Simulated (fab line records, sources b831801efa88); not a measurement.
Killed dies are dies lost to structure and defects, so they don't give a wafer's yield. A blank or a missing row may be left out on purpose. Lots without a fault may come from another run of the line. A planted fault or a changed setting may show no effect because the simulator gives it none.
Chamber matching | flow sky130 | SKY_CONTACT_CMP_04 on cmp-02: 4 sister chambers
The step polishes SiO2. 8 wafers are shown with their chamber, then 7 later ones without.

WAFERS WITH THEIR CHAMBER
wafer  | chamber | motor_current_A (A) | time_to_endpoint_s (s)
L482.3 | 3       | 12.7                | 79
L485.4 | 2       | 13.8                | 77
L485.6 | 2       | 13.8                | 71
L489.2 | 1       | 10.4                | 88
L489.3 | 0       | 11.9                | 80
L489.4 | 3       | 11.6                | 79
L493.1 | 0       | 12.3                | 80
L493.2 | 1       | 10.3                | 83

WAFERS WITHOUT THEIR CHAMBER
wafer  | motor_current_A (A) | time_to_endpoint_s (s)
L493.5 | 12.3                | 77
L494.3 | 10.8                | 86
L494.5 | 13.9                | 87
L494.6 | 11.5                | 84
L500.1 | 9.6                 | 77
L500.3 | 13.1                | 76
L500.6 | 11.8                | 77

WHICH CHAMBER EACH WENT THROUGH
wafer  | from the rows above          | in truth
L493.5 | can't be placed: 3 or 0      | 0
L494.3 | 1                            | 1
L494.5 | can't be placed: 2 or 0 or 3 | 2
L494.6 | can't be placed: 0 or 3 or 1 | 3
L500.1 | 1                            | 1
L500.3 | can't be placed: 2 or 3 or 0 | 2
L500.6 | can't be placed: 3 or 0      | 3
Placed correctly: 2 of 7. Can't be placed from these rows: 5 (the true chamber is among the candidates in 5). Placed wrongly: 0.
How it was worked out, from the rows above alone: a wafer's distance from a chamber is the root of the sum, over the readings, of the square of ((its reading less the chamber's mean) divided by the reading's scatter). The wafer belongs to the nearest chamber; if the next one is less than 2 further off, it can't be placed. A chamber's mean is the mean of its shown wafers. The scatter: the root of (the sum of the squares of (reading less its chamber's mean) over the shown wafers, divided by (wafers less chambers)).
